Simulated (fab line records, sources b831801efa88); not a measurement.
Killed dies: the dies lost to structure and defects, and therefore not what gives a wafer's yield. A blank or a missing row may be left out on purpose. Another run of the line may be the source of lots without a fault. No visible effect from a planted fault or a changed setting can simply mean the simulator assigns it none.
fab line records	flow sky130
record: lots: 12	wafers: 35	lastDay: 50
route steps=708 shown METAL2@502 METAL3@534 CAPM@549 PAD_OPEN@708
lots that met no fault: taken from a fault-free run of the same line
startH: the number of hours between the record's first day and the start of the first shown wafer of the lot	waitH: hours since the lot's step before	" as in the row above	L1.1+2: several wafers, shown together as one row	- no value, or no start was given	* or withheld: withheld	< > ~ a bound
route shown NAME@n: names a module that has steps shown in the file, with the first one's number in the route	usual: the fault-free wafers' mean and standard deviation	same: alike in all rows	chamber/n: place in a boat	sites: the reading at each site	_std_site: the values' standard deviation	_edge_site: inner sites' mean taken away from outer sites' mean	radiusMm: for every site, how far away it sits from the centre of the wafer	mask NAME#n: copy n	behind: the most recent tool/chamber to have shaped the wafer	hold: what put the lot on hold/how long, in hours/how the hold closed	device: names the non-switching transistor (n, p or np)	end of line: tests of these same wafers at the route's end	a step given without rows: its recipe and nothing more	killed: the dies lost at the first sort to structure and to defects; this is not the yield of the wafer	map: shows each die of a wafer: x if killed, . if not, _ if none is there
set.NAME: the setting the step ran with; set.NAME@STEP: the setting that earlier step ran with	model.NAME: the simulator's own value behind a step, which no gauge read
a sample of lots followed through the steps of the route, with each step as a table and each wafer as a row
services: when a tool's chamber went out of use (startH, in hours from the record's first day, below 0 if earlier), for how many hours, and the reason
== steps ==
step: SKY_METAL2_METAL_ETCH_19
recipe: targetDepthA: 3600	stopOn: SiO2	overEtchFrac: 0.3	timeS: 78	chemistry: Cl2/BCl3	resistSidewallDeg: 88	pressureMtorr: 10	icpW: 900	biasW: 48.5	Cl2_flow_sccm: 60	bcl3FlowSccm: 30
usual: drypumpMotorCurrentA: 5.58/0.16	oesProductAu: 0.855/0.0061	overEtchFrac: 0.3/0	throttleValvePct: 22.263/0.0085
same: timeS: 78
lot.wafer	tool	chamber	startH	waitH	drypumpMotorCurrentA	oesProductAu	overEtchFrac	rfHoursCounterH	throttleValvePct
L446.2	rieMetal-03	1	827.34	0.0	5.63	0.847	0.3	14	22.276
L446.3	"	1	"	"	5.60	0.854	0.3	-	22.265
L446.5	"	0	"	"	5.63	0.850	0.3	-	22.263
L447.3	rieMetal-03	0	830.54	0.1	5.63	0.848	0.3	-	22.271
L447.5	"	1	"	"	5.58	0.843	0.3	-	22.263
L447.6	"	0	"	"	5.63	0.854	0.3	-	22.260
L449.1	rieMetal-01	1	855.71	0.0	5.68	0.868	0.3	11	22.256
L449.2	"	0	"	"	5.63	0.858	0.3	10	22.266
L449.5	"	0	"	"	5.64	0.854	0.3	-	22.263
L450.2	rieMetal-02	0	857.29	0.1	5.28	0.866	0.3	-	22.261
L450.5	"	0	"	"	5.29	0.853	0.3	-	22.250
L450.6	"	0	"	"	5.29	0.864	0.3	-	22.264
L451.1	rieMetal-02	0	864.81	0.1	5.27	0.854	0.3	9	22.262
L451.2	"	0	"	"	5.29	0.850	0.3	-	22.265
L451.3	"	0	"	"	5.28	0.860	0.3	-	22.264
L455.4	rieMetal-01	1	899.49	0.1	5.65	0.854	0.3	-	22.267
L455.5	"	1	"	"	5.67	0.850	0.3	-	22.258
L455.6	"	0	"	"	5.63	0.855	0.3	-	22.254
L457.1	rieMetal-01	0	916.39	0.0	5.63	0.845	0.3	13	22.272
L457.5	"	1	"	"	5.67	0.847	0.3	-	22.250
L458.2	rieMetal-03	0	925.01	0.0	5.60	0.853	0.3	1	22.284
L458.3	"	0	"	"	5.60	0.855	0.3	-	22.270
L458.6	"	0	"	"	5.61	0.858	0.3	-	22.265
L464.1	rieMetal-02	0	963.34	0.0	5.28	0.859	0.3	14	22.262
L464.3	"	0	"	"	5.28	0.854	0.3	-	22.263
L464.6	"	0	"	"	5.29	0.865	0.3	-	22.272
L468.1	rieMetal-01	1	989.54	0.0	5.65	0.855	0.3	17	22.262
L468.4	"	1	"	"	5.67	0.847	0.3	-	22.263
L468.5	"	1	"	"	5.67	0.850	0.3	-	22.274
L466.1	rieMetal-02	0	991.77	0.0	5.27	0.868	0.3	15	22.248
L466.3	"	1	"	"	5.80	0.859	0.3	-	22.256
L466.6	"	1	"	"	5.81	0.849	0.3	-	22.257
L467.1	rieMetal-03	1	992.11	0.0	5.61	0.853	0.3	5	22.259
L467.2	"	0	"	"	5.61	0.859	0.3	4	22.255
L467.4	"	0	"	"	5.62	0.854	0.3	-	22.276
step: SKY_METAL3_SPUTTER_02
recipe: material: AlCu	targetThkNm: 735	powerW: 10600	timeS: 39.1	chamberPressurePa: 0.4
usual: throttleValvePct: 29.8/1.2
same: timeS: 39.1
lot.wafer	tool	chamber	startH	waitH	throttleValvePct
L446.2	pvdSputter-04	-	856.33	0.0	29.3
L446.3	"	-	"	"	27.7
L446.5	"	-	"	"	27.7
L447.3	pvdSputter-04	-	859.99	0.0	29.6
L447.5	"	-	"	"	29.5
L447.6	"	-	"	"	30.3
L449.1	pvdSputter-03	-	884.59	0.0	31.2
L449.2	"	-	"	"	31.2
L449.5	"	-	"	"	30.2
L450.2	pvdSputter-04	-	886.46	0.0	27.5
L450.5	"	-	"	"	29.0
L450.6	"	-	"	"	30.1
L451.1	pvdSputter-02	-	893.97	0.0	30.1
L451.2	"	-	"	"	31.2
L451.3	"	-	"	"	28.0
L455.4	pvdSputter-04	-	927.32	0.0	27.5
L455.5	"	-	"	"	27.7
L455.6	"	-	"	"	29.2
L457.1	pvdSputter-04	-	943.71	0.0	30.2
L457.5	"	-	"	"	30.1
L458.2	pvdSputter-02	-	951.31	0.0	30.1
L458.3	"	-	"	"	31.4
L458.6	"	-	"	"	31.4
L464.1	pvdSputter-03	-	989.14	0.0	31.3
L464.3	"	-	"	"	30.1
L464.6	"	-	"	"	30.4
L468.1	pvdSputter-03	-	1015.27	0.0	30.5
L468.4	"	-	"	"	31.1
L468.5	"	-	"	"	31.3
L466.1	pvdSputter-04	-	1018.46	0.0	27.5
L466.3	"	-	"	"	29.5
L466.6	"	-	"	"	29.4
L467.1	pvdSputter-03	-	1018.64	0.0	30.0
L467.2	"	-	"	"	31.3
L467.4	"	-	"	"	31.1
step: SKY_CAPM_OVL_MEAS_12
usual: CAPM_OVL: 0.1/1.3
lot.wafer	tool	chamber	startH	waitH	CAPM_OVL[nm]
L446.2	overlay-02	-	882.93	0.1	1.2
L446.3	"	-	"	"	0.8
L446.5	"	-	"	"	0.0
L447.3	overlay-01	-	886.18	0.1	0.9
L447.5	"	-	"	"	-0.1
L447.6	"	-	"	"	0.3
L449.1	overlay-01	-	910.51	0.1	1.0
L449.2	"	-	"	"	1.0
L449.5	"	-	"	"	0.3
L450.2	overlay-02	-	912.76	0.1	1.7
L450.5	"	-	"	"	0.4
L450.6	"	-	"	"	1.3
L451.1	overlay-01	-	920.12	0.1	-1.9
L451.2	"	-	"	"	-3.6
L451.3	"	-	"	"	-3.4
L455.4	overlay-01	-	950.09	0.1	0.9
L455.5	"	-	"	"	0.3
L455.6	"	-	"	"	0.8
L457.1	overlay-01	-	968.51	0.1	-2.0
L457.5	"	-	"	"	-2.3
L458.2	overlay-02	-	974.87	0.1	0.4
L458.3	"	-	"	"	1.4
L458.6	"	-	"	"	0.0
L464.1	overlay-01	-	1012.91	0.1	1.3
L464.3	"	-	"	"	1.7
L464.6	"	-	"	"	0.6
L468.1	overlay-02	-	1037.81	0.1	1.4
L468.4	"	-	"	"	1.9
L468.5	"	-	"	"	0.4
L466.1	overlay-02	-	1040.91	0.1	1.9
L466.3	"	-	"	"	2.3
L466.6	"	-	"	"	0.6
L467.1	overlay-01	-	1041.21	0.1	1.4
L467.2	"	-	"	"	-0.5
L467.4	"	-	"	"	-0.9
step: SKY_METAL3_METAL_ETCH_18
recipe: targetDepthA: 8450	stopOn: SiO2	overEtchFrac: 0.3	timeS: 183.1	chemistry: Cl2/BCl3	resistSidewallDeg: 88	pressureMtorr: 10	icpW: 900	biasW: 48.5	Cl2_flow_sccm: 60	bcl3FlowSccm: 30
usual: drypumpMotorCurrentA: 5.57/0.25	oesProductAu: 0.864/0.0071	overEtchFrac: 0.3/0	throttleValvePct: 22.265/0.0098
same: timeS: 183.1
lot.wafer	tool	chamber	startH	waitH	drypumpMotorCurrentA	oesProductAu	overEtchFrac	rfHoursCounterH	throttleValvePct
L446.2	rieMetal-04	1	910.02	0.0	5.24	0.856	0.3	8	22.251
L446.3	"	1	"	"	5.25	0.858	0.3	-	22.269
L446.5	"	1	"	"	5.24	0.865	0.3	-	22.278
L447.3	rieMetal-02	0	913.23	0.1	5.28	0.863	0.3	-	22.261
L447.5	"	0	"	"	5.29	0.868	0.3	-	22.255
L447.6	"	1	"	"	5.83	0.862	0.3	-	22.271
L449.1	rieMetal-02	1	935.74	0.0	5.83	0.869	0.3	3	22.257
L449.2	"	0	"	"	5.26	0.861	0.3	12	22.274
L449.5	"	1	"	"	5.81	0.852	0.3	-	22.267
L450.2	rieMetal-02	1	938.72	0.0	5.81	0.869	0.3	4	22.251
L450.5	"	0	"	"	5.29	0.861	0.3	-	22.274
L450.6	"	1	"	"	5.80	0.867	0.3	-	22.270
L451.1	rieMetal-02	0	945.86	0.0	5.28	0.862	0.3	13	22.276
L451.2	"	1	"	"	5.82	0.869	0.3	4	22.275
L451.3	"	0	"	"	5.27	0.871	0.3	-	22.268
L455.4	rieMetal-02	0	975.50	0.1	5.28	0.864	0.3	-	22.271
L455.5	"	1	"	"	5.84	0.879	0.27375	-	22.267
L455.6	"	0	"	"	5.29	0.870	0.3	-	22.263
L457.1	rieMetal-02	0	993.07	0.0	5.30	0.863	0.3	16	22.251
L457.5	"	0	"	"	5.29	0.863	0.27375	-	22.266
L458.2	rieMetal-02	0	998.87	0.0	5.28	0.879	0.27375	16	22.253
L458.3	"	0	"	"	5.27	0.867	0.3	-	22.271
L458.6	"	0	"	"	5.27	0.866	0.3	-	22.281
L464.1	rieMetal-04	0	1035.81	0.0	5.86	0.856	0.3	15	22.268
L464.3	"	0	"	"	5.86	0.855	0.3	-	22.261
L464.6	"	0	"	"	5.84	0.856	0.3	-	22.261
L468.1	rieMetal-02	1	1060.59	0.0	5.80	0.871	0.3	11	22.269
L468.4	"	1	"	"	5.81	0.872	0.3	-	22.263
L468.5	"	1	"	"	5.79	0.878	0.3	-	22.265
L466.1	rieMetal-02	1	1064.02	0.0	5.84	0.855	0.3	12	22.267
L466.3	"	0	"	"	5.29	0.854	0.3	-	22.278
L466.6	"	0	"	"	5.26	0.853	0.3	-	22.285
L467.1	rieMetal-02	0	1064.37	0.0	5.29	0.861	0.3	21	22.272
L467.2	"	1	"	"	5.83	0.854	0.3	12	22.266
L467.4	"	0	"	"	5.27	0.868	0.3	-	22.258
step: SKY_PAD_OPEN_PROBE_99
usual: defectLimitedYield: 82.4/2	killed_at_M0_to_M3: 44/6.5	killed_at_M4_up: 3.3/1.7	killedAtContacts: 25/5.3	killedAtFrontEnd: 15/5	killedAtOther: 0.2/0.47	killedDies: 87/9.9	killedOnRim: 17/3.8	killedOpen: 47/8	killedShort: 39/6.1	sort_bin_3_pad_short: 0.9/0.43	sort_bin_5_function: 10.4/1.5	sort_bin_6_memory: 6.2/1.2	sortNPass: 405/9.9	sortYieldPct: 82.4/2
same: grossDies: 492	killedAtBackSide: 0	sort_bin_4_leakage[%]: 0	sort_bin_8_speed[%]: 0
lot.wafer	tool	chamber	startH	waitH	defectLimitedYield[%]	killed_at_M0_to_M3	killed_at_M4_up	killedAtContacts	killedAtFrontEnd	killedAtOther	killedDies	killedOnRim	killedOpen	killedShort	sort_bin_3_pad_short[%]	sort_bin_5_function[%]	sort_bin_6_memory[%]	sortNPass	sortYieldPct[%]
L446.2	prober-02	-	1081.83	0.1	83.7	39	3	22	16	0	80	12	42	38	1.0	8.7	6.5	412	83.7
L446.3	prober-02	-	1081.88	0.2	82.3	44	4	24	15	0	87	17	47	40	0.4	10.4	6.9	405	82.3
L446.5	prober-02	-	1081.98	0.2	81.1	45	5	22	21	0	93	19	51	42	1.0	11.8	6.1	399	81.1
L447.3	prober-01	-	1085.83	0.2	81.5	44	1	34	12	0	91	19	53	38	0.6	12.0	5.9	401	81.5
L447.5	prober-01	-	1085.93	0.2	78.7	51	3	39	12	0	105	11	61	44	2.0	11.4	7.9	387	78.7
L447.6	prober-01	-	1085.98	0.2	86.4	43	1	16	7	0	67	13	28	39	0.6	9.6	3.5	425	86.4
L449.1	prober-01	-	1104.95	0.1	84.6	31	3	29	12	1	76	14	37	39	0.4	9.1	5.9	416	84.6
L449.2	prober-01	-	1105.00	0.1	83.9	37	0	29	13	0	79	16	53	26	0.4	9.8	5.9	413	83.9
L449.5	prober-01	-	1105.15	0.2	81.3	54	1	24	13	0	92	17	57	35	1.4	10.4	6.9	400	81.3
L450.2	prober-02	-	1105.83	0.1	83.7	42	6	22	10	0	80	9	46	34	0.4	10.8	5.1	412	83.7
L450.5	prober-02	-	1105.98	0.2	81.7	47	3	19	21	0	90	20	48	42	1.4	11.0	5.9	402	81.7
L450.6	prober-02	-	1106.03	0.2	80.7	45	7	20	23	0	95	21	51	44	0.4	11.8	7.1	397	80.7
L451.1	prober-01	-	1113.48	0.1	84.6	39	1	24	12	0	76	14	43	33	0.4	10.6	4.5	416	84.6
L451.2	prober-01	-	1113.53	0.1	83.9	42	4	18	15	0	79	15	41	38	0.8	11.6	3.7	413	83.9
L451.3	prober-01	-	1113.58	0.2	82.3	46	3	24	14	0	87	20	49	38	1.0	11.4	5.3	405	82.3
L455.4	prober-01	-	1135.39	0.2	84.3	39	1	29	7	1	77	9	43	34	1.8	8.9	4.9	415	84.3
L455.5	prober-01	-	1135.44	0.2	79.3	59	5	27	11	0	102	18	55	47	1.2	13.2	6.3	390	79.3
L455.6	prober-01	-	1135.49	0.2	83.9	38	3	24	14	0	79	17	46	33	0.6	8.9	6.5	413	83.9
L457.1	prober-01	-	1151.22	0.1	81.7	47	5	25	13	0	90	15	43	47	1.6	9.6	7.1	402	81.7
L457.5	prober-01	-	1151.42	0.2	86.0	33	2	19	15	0	69	15	36	33	1.0	6.3	6.7	423	86.0
L458.2	prober-02	-	1154.28	0.1	80.5	46	1	26	23	0	96	16	58	38	1.4	10.8	7.3	396	80.5
L458.3	prober-02	-	1154.33	0.2	85.4	39	1	23	9	0	72	14	32	40	1.2	7.5	5.9	420	85.4
L458.6	prober-02	-	1154.48	0.2	83.7	45	6	18	10	1	80	19	40	40	0.4	9.3	6.5	412	83.7
L464.1	prober-02	-	1182.77	0.1	81.9	44	3	24	18	0	89	16	48	41	1.2	12.4	4.5	403	81.9
L464.3	prober-02	-	1182.87	0.2	83.1	36	4	27	15	1	83	16	41	42	0.8	11.4	4.7	409	83.1
L464.6	prober-02	-	1183.02	0.2	79.9	47	3	36	13	0	99	18	61	38	0.8	13.8	5.5	393	79.9
L468.1	prober-02	-	1200.39	0.1	80.7	42	2	29	21	1	95	20	56	39	0.8	11.0	7.5	397	80.7
L468.4	prober-02	-	1200.54	0.2	81.7	42	5	31	12	0	90	15	50	40	1.0	11.8	5.5	402	81.7
L468.5	prober-02	-	1200.59	0.2	81.3	51	3	27	11	0	92	16	61	31	1.8	10.2	6.7	400	81.3
L466.1	prober-01	-	1202.13	0.1	82.3	44	2	19	22	0	87	18	54	33	1.4	10.0	6.3	405	82.3
L466.3	prober-01	-	1202.23	0.2	81.7	43	2	30	15	0	90	18	45	45	0.8	12.4	5.1	402	81.7
L466.6	prober-01	-	1202.38	0.2	81.9	47	5	19	18	0	89	21	50	39	0.6	12.0	5.5	403	81.9
L467.1	prober-02	-	1203.63	0.1	81.7	44	1	28	16	1	90	15	49	41	1.0	11.4	5.9	402	81.7
L467.2	prober-02	-	1203.68	0.1	81.7	35	6	33	16	0	90	19	48	42	1.2	11.6	5.5	402	81.7
L467.4	prober-02	-	1203.78	0.2	82.9	36	4	31	11	2	84	16	43	41	1.4	9.1	6.5	408	82.9
killed by level:class
L446.2 VIA1:geometricParticle:open=11 VIA1:geometricParticle:short=8 LI_CONTACT:geometricParticle:open=7 CONTACT:geometricParticle:short=6 CONTACT:geometricParticle:open=6 FIELD_ISO:geometricParticle:open=5 METAL2:geometricParticle:short=5 METAL1:geometricParticle:short=4
L446.3 METAL2:geometricParticle:short=10 LI_CONTACT:geometricParticle:open=8 CONTACT:geometricParticle:open=8 VIA2:geometricParticle:open=7 VIA3:geometricParticle:open=7 LOCAL_INTERCONNECT:geometricParticle:short=6 FIELD_ISO:geometricParticle:open=5 FIELD_ISO:geometricParticle:short=5
L446.5 VIA1:geometricParticle:open=11 FIELD_ISO:geometricParticle:short=8 FIELD_ISO:geometricParticle:open=7 LOCAL_INTERCONNECT:geometricParticle:short=6 LI_CONTACT:geometricParticle:open=6 CONTACT:geometricParticle:open=6 VIA2:geometricParticle:short=5 METAL1:geometricParticle:short=5
L447.3 CONTACT:geometricParticle:open=14 LI_CONTACT:geometricParticle:open=11 VIA2:geometricParticle:open=10 METAL1:geometricParticle:short=7 VIA1:geometricParticle:open=6 CONTACT:geometricParticle:short=6 VIA3:geometricParticle:open=6 VIA1:geometricParticle:short=4
L447.5 VIA1:geometricParticle:open=16 CONTACT:geometricParticle:open=13 VIA3:geometricParticle:open=10 LI_CONTACT:geometricParticle:open=9 CONTACT:geometricParticle:short=9 METAL1:geometricParticle:short=7 LOCAL_INTERCONNECT:geometricParticle:short=5 POLY_GATE:geometricParticle:short=4
L447.6 VIA1:geometricParticle:open=12 METAL1:geometricParticle:short=8 CONTACT:geometricParticle:short=7 CONTACT:geometricParticle:open=4 VIA1:geometricParticle:short=4 VIA3:geometricParticle:open=4 FIELD_ISO:geometricParticle:short=3 LI_CONTACT:geometricParticle:open=3
L449.1 CONTACT:geometricParticle:open=12 VIA2:geometricParticle:open=6 CONTACT:geometricParticle:short=6 METAL2:geometricParticle:short=6 LI_CONTACT:geometricParticle:open=5 LI_CONTACT:geometricParticle:short=5 VIA3:geometricParticle:short=4 METAL3:geometricParticle:short=3
L449.2 CONTACT:geometricParticle:open=10 VIA1:geometricParticle:open=9 VIA3:geometricParticle:open=9 LI_CONTACT:geometricParticle:open=5 POLY_GATE:geometricParticle:open=4 LI_CONTACT:geometricParticle:short=4 LOCAL_INTERCONNECT:geometricParticle:short=4 FIELD_ISO:geometricParticle:open=3
L449.5 VIA1:geometricParticle:open=17 CONTACT:geometricParticle:open=12 LI_CONTACT:geometricParticle:open=7 VIA1:geometricParticle:short=7 VIA3:geometricParticle:open=6 FIELD_ISO:geometricParticle:short=5 METAL1:geometricParticle:short=5 VIA2:geometricParticle:open=5
L450.2 VIA1:geometricParticle:open=12 VIA2:geometricParticle:open=9 CONTACT:geometricParticle:open=6 LI_CONTACT:geometricParticle:open=5 CONTACT:geometricParticle:short=5 VIA1:geometricParticle:short=5 LI_CONTACT:geometricParticle:short=4 METAL2:geometricParticle:short=4
L450.5 VIA1:geometricParticle:open=10 VIA2:geometricParticle:open=9 VIA3:geometricParticle:open=9 FIELD_ISO:geometricParticle:short=5 POLY_GATE:geometricParticle:short=5 CONTACT:geometricParticle:short=5 VIA2:geometricParticle:short=5 FIELD_ISO:geometricParticle:open=4
L450.6 VIA1:geometricParticle:open=10 VIA2:geometricParticle:open=10 LI_CONTACT:geometricParticle:open=7 POLY_GATE:geometricParticle:short=6 FIELD_ISO:geometricParticle:open=4 FIELD_ISO:geometricParticle:short=4 CONTACT:geometricParticle:open=4 METAL1:geometricParticle:short=4
L451.1 VIA1:geometricParticle:open=10 LI_CONTACT:geometricParticle:open=8 CONTACT:geometricParticle:open=8 VIA2:geometricParticle:short=5 VIA2:geometricParticle:open=5 VIA3:geometricParticle:open=5 POLY_GATE:geometricParticle:short=4 METAL1:geometricParticle:short=4
L451.2 VIA1:geometricParticle:open=10 VIA2:geometricParticle:open=9 CONTACT:geometricParticle:open=7 METAL1:geometricParticle:short=6 METAL2:geometricParticle:short=6 FIELD_ISO:geometricParticle:short=4 SONOS_ONO:geometricParticle:open=4 LOCAL_INTERCONNECT:geometricParticle:short=4
L451.3 VIA1:geometricParticle:open=10 LI_CONTACT:geometricParticle:open=9 VIA2:geometricParticle:open=8 METAL2:geometricParticle:short=7 VIA1:geometricParticle:short=7 CONTACT:geometricParticle:open=6 FIELD_ISO:geometricParticle:open=4 VIA3:geometricParticle:open=4
L455.4 VIA1:geometricParticle:open=13 CONTACT:geometricParticle:open=9 LI_CONTACT:geometricParticle:open=8 METAL1:geometricParticle:short=8 CONTACT:geometricParticle:short=4 VIA3:geometricParticle:open=4 LI_CONTACT:geometricParticle:short=3 LOCAL_INTERCONNECT:geometricParticle:short=3
L455.5 VIA1:geometricParticle:open=17 METAL1:geometricParticle:short=12 CONTACT:geometricParticle:open=10 VIA2:geometricParticle:open=10 VIA1:geometricParticle:short=6 POLY_GATE:geometricParticle:open=5 METAL2:geometricParticle:short=5 LI_CONTACT:geometricParticle:open=4
L455.6 CONTACT:geometricParticle:open=9 VIA1:geometricParticle:open=7 VIA2:geometricParticle:open=7 FIELD_ISO:geometricParticle:open=5 LI_CONTACT:geometricParticle:open=5 VIA3:geometricParticle:open=5 FIELD_ISO:geometricParticle:short=4 LI_CONTACT:geometricParticle:short=4
L457.1 VIA1:geometricParticle:open=15 CONTACT:geometricParticle:open=11 METAL2:geometricParticle:short=8 FIELD_ISO:geometricParticle:short=7 VIA1:geometricParticle:short=7 CONTACT:geometricParticle:short=6 VIA3:geometricParticle:open=6 LOCAL_INTERCONNECT:geometricParticle:short=4
L457.5 LI_CONTACT:geometricParticle:open=7 VIA1:geometricParticle:open=6 VIA1:geometricParticle:short=6 LI_CONTACT:geometricParticle:short=5 CONTACT:geometricParticle:open=4 METAL2:geometricParticle:short=4 METAL1:geometricParticle:short=4 FIELD_ISO:geometricParticle:open=3
L458.2 CONTACT:geometricParticle:open=13 VIA3:geometricParticle:open=10 VIA1:geometricParticle:open=9 FIELD_ISO:geometricParticle:open=7 FIELD_ISO:geometricParticle:short=6 METAL1:geometricParticle:short=5 SPACER:geometricParticle:open=4 LI_CONTACT:geometricParticle:short=4
L458.3 CONTACT:geometricParticle:open=10 METAL2:geometricParticle:short=7 VIA3:geometricParticle:open=7 METAL3:geometricParticle:short=6 METAL1:geometricParticle:short=5 LI_CONTACT:geometricParticle:open=4 VIA1:geometricParticle:open=4 VIA3:geometricParticle:short=4
L458.6 VIA1:geometricParticle:open=15 METAL1:geometricParticle:short=8 METAL2:geometricParticle:short=8 METAL4:geometricParticle:short=5 LI_CONTACT:geometricParticle:open=5 CONTACT:geometricParticle:open=5 VIA2:geometricParticle:open=5 CONTACT:geometricParticle:short=4
L464.1 VIA1:geometricParticle:open=17 CONTACT:geometricParticle:short=8 CONTACT:geometricParticle:open=6 VIA3:geometricParticle:open=6 FIELD_ISO:geometricParticle:open=5 METAL2:geometricParticle:short=5 FIELD_ISO:geometricParticle:short=4 POLY_GATE:geometricParticle:short=4
L464.3 CONTACT:geometricParticle:open=9 VIA1:geometricParticle:short=8 VIA1:geometricParticle:open=7 CONTACT:geometricParticle:short=6 LI_CONTACT:geometricParticle:open=6 FIELD_ISO:geometricParticle:open=5 LOCAL_INTERCONNECT:geometricParticle:short=5 VIA3:geometricParticle:open=5
L464.6 VIA1:geometricParticle:open=12 CONTACT:geometricParticle:open=11 VIA3:geometricParticle:open=10 LOCAL_INTERCONNECT:geometricParticle:short=8 CONTACT:geometricParticle:short=7 METAL1:geometricParticle:short=7 VIA2:geometricParticle:open=6 FIELD_ISO:geometricParticle:open=5
L468.1 CONTACT:geometricParticle:open=12 LI_CONTACT:geometricParticle:open=9 VIA1:geometricParticle:open=9 METAL2:geometricParticle:short=8 VIA1:geometricParticle:short=7 FIELD_ISO:geometricParticle:open=6 FIELD_ISO:geometricParticle:short=4 POLY_GATE:geometricParticle:open=4
L468.4 LI_CONTACT:geometricParticle:open=10 CONTACT:geometricParticle:open=10 VIA1:geometricParticle:open=7 VIA3:geometricParticle:open=7 METAL2:geometricParticle:short=5 LI_CONTACT:geometricParticle:short=4 VIA1:geometricParticle:short=4 CONTACT:geometricParticle:short=4
L468.5 VIA2:geometricParticle:open=14 LI_CONTACT:geometricParticle:open=11 VIA1:geometricParticle:open=9 VIA1:geometricParticle:short=8 CONTACT:geometricParticle:open=8 METAL2:geometricParticle:short=6 VIA3:geometricParticle:open=6 LI_CONTACT:geometricParticle:short=4
L466.1 VIA1:geometricParticle:open=13 CONTACT:geometricParticle:open=9 FIELD_ISO:geometricParticle:open=6 FIELD_ISO:geometricParticle:short=5 VIA3:geometricParticle:open=5 VIA2:geometricParticle:open=5 VIA3:geometricParticle:short=5 POLY_GATE:geometricParticle:open=4
L466.3 CONTACT:geometricParticle:open=10 VIA1:geometricParticle:open=10 VIA1:geometricParticle:short=7 LI_CONTACT:geometricParticle:open=7 METAL1:geometricParticle:short=5 VIA2:geometricParticle:open=5 FIELD_ISO:geometricParticle:short=4 LI_CONTACT:geometricParticle:short=4
L466.6 VIA1:geometricParticle:open=14 FIELD_ISO:geometricParticle:short=8 CONTACT:geometricParticle:open=8 METAL1:geometricParticle:short=7 VIA1:geometricParticle:short=6 VIA2:geometricParticle:open=6 VIA3:geometricParticle:open=6 LOCAL_INTERCONNECT:geometricParticle:short=5
L467.1 VIA1:geometricParticle:open=11 LI_CONTACT:geometricParticle:open=9 LOCAL_INTERCONNECT:geometricParticle:short=8 VIA2:geometricParticle:open=7 CONTACT:geometricParticle:short=6 VIA3:geometricParticle:open=6 METAL1:geometricParticle:short=5 FIELD_ISO:geometricParticle:open=4
L467.2 CONTACT:geometricParticle:open=14 VIA1:geometricParticle:open=8 LOCAL_INTERCONNECT:geometricParticle:short=8 METAL2:geometricParticle:short=8 VIA3:geometricParticle:open=8 CONTACT:geometricParticle:short=5 FIELD_ISO:geometricParticle:short=4 LI_CONTACT:geometricParticle:open=4
L467.4 CONTACT:geometricParticle:open=13 VIA1:geometricParticle:open=9 METAL2:geometricParticle:short=8 LI_CONTACT:geometricParticle:open=5 CONTACT:geometricParticle:short=5 VIA2:geometricParticle:open=5 VIA3:geometricParticle:open=5 LOCAL_INTERCONNECT:geometricParticle:short=4
== services ==
tool	chamber	startH	hours	kind
rieMetal-02	-	804.40	1.4	pm
rieMetal-03	1	813.24	9.5	repair
pvdSputter-02	-	826.13	1.9	repair
rieMetal-04	-	827.30	1.4	pm
rieMetal-02	1	844.53	-	clean
rieMetal-02	1	844.53	21.0	scheduledDown
rieMetal-02	1	844.53	21.0	ventCycle
rieMetal-03	1	868.59	-	clean
rieMetal-03	1	868.59	16.0	scheduledDown
rieMetal-03	1	868.59	16.0	ventCycle
pvdSputter-02	-	881.88	6.8	repair
rieMetal-03	0	890.63	-	clean
rieMetal-03	0	890.63	15.2	scheduledDown
rieMetal-03	0	890.63	15.2	ventCycle
pvdSputter-02	-	968.13	2.4	repair
pvdSputter-02	-	968.34	9.6	repair
pvdSputter-04	-	979.53	5.0	repair
pvdSputter-04	-	988.26	1.0	repair
rieMetal-01	0	1010.40	10.6	repair
rieMetal-01	-	1025.95	1.3	repair
rieMetal-01	1	1046.89	4.7	repair
rieMetal-01	-	1062.84	54.9	repair
== key ==
firstSign: step: SKY_METAL3_METAL_ETCH_18	reading: overEtchFrac	direction: down	sigmas: 99+	usual: 0.3	struck: 0.27375
effect none on later readings
metAt SKY_METAL3_METAL_ETCH_18
struckLots L455,L457,L458
struckWafers L455.5,L457.5,L458.2
notActingAt SKY_METAL2_METAL_ETCH_19,SKY_METAL3_SPUTTER_02,SKY_CAPM_OVL_MEAS_12
onsetBetween 945.86 975.50
fault: kind: processParameterDrift	tool: rieMetal-02	chamber: -	onsetH: 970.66	steps: SKY_METAL3_METAL_ETCH_18	channel: overEtchFrac	offset: -0.026251	shape: step	endH: 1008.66	scope: struckWafersOnly	actsIn: theseRecipesOnly	stated: 0.3
